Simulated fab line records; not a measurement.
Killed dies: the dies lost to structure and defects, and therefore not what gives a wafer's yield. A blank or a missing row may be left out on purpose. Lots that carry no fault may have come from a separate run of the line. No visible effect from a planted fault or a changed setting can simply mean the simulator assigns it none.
Matching of chambers / flow gf180mcu / GF_V1_CMP_26 on cmp-01: 4 sister chambers
The step polishes, stops on SiO2, t overpolish 15 s, target thk 0 nm. 4 wafers are shown with their chamber, then 12 later ones without.

## WAFERS PAIRED WITH THEIR CHAMBERS
wafer=L089.4; chamber=1; motorCurrentA (A)=10.9
wafer=L091.4; chamber=0; motorCurrentA (A)=10.1
wafer=L092.3; chamber=2; motorCurrentA (A)=11.9
wafer=L092.6; chamber=3; motorCurrentA (A)=10.7

## WAFERS WITH NO CHAMBER GIVEN
wafer=L093.3; motorCurrentA (A)=11.1
wafer=L093.4; motorCurrentA (A)=9.8
wafer=L093.5; motorCurrentA (A)=10.4
wafer=L094.2; motorCurrentA (A)=10.1
wafer=L094.4; motorCurrentA (A)=10.6
wafer=L094.5; motorCurrentA (A)=10.3
wafer=L095.2; motorCurrentA (A)=10.1
wafer=L095.5; motorCurrentA (A)=10.7
wafer=L095.6; motorCurrentA (A)=11.3
wafer=L096.1; motorCurrentA (A)=10.8
wafer=L096.3; motorCurrentA (A)=11.7
wafer=L096.4; motorCurrentA (A)=9.7

## WHICH CHAMBER EACH WENT THROUGH
wafer=L093.3; from the rows above=can't be placed: 1 or 3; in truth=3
wafer=L093.4; from the rows above=0; in truth=0
wafer=L093.5; from the rows above=can't be placed: 3 or 0 or 1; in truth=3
wafer=L094.2; from the rows above=0; in truth=0
wafer=L094.4; from the rows above=can't be placed: 3 or 1 or 0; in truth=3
wafer=L094.5; from the rows above=can't be placed: 0 or 3 or 1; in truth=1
wafer=L095.2; from the rows above=0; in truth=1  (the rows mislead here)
wafer=L095.5; from the rows above=can't be placed: 3 or 1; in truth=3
wafer=L095.6; from the rows above=can't be placed: 1 or 2 or 3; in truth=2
wafer=L096.1; from the rows above=can't be placed: 1 or 3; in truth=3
wafer=L096.3; from the rows above=2; in truth=2
wafer=L096.4; from the rows above=0; in truth=0
Placed correctly: 4 of 12. These rows do not allow placing 7 (true chamber among the candidates in 7). Placed wrongly: 1.
How it was worked out, from the rows above alone: a wafer's distance from a chamber is the root of the sum, over the readings, of the square of ((its reading less the chamber's mean) divided by the reading's scatter). The wafer belongs to the nearest chamber; if the next one is less than 2 further off, it can't be placed. For every chamber, the mean is computed from those of its wafers that are shown. The scatter (one wafer shown for each chamber): square how far every hidden wafer sits from the nearest shown wafer, average those squares and take the square root.
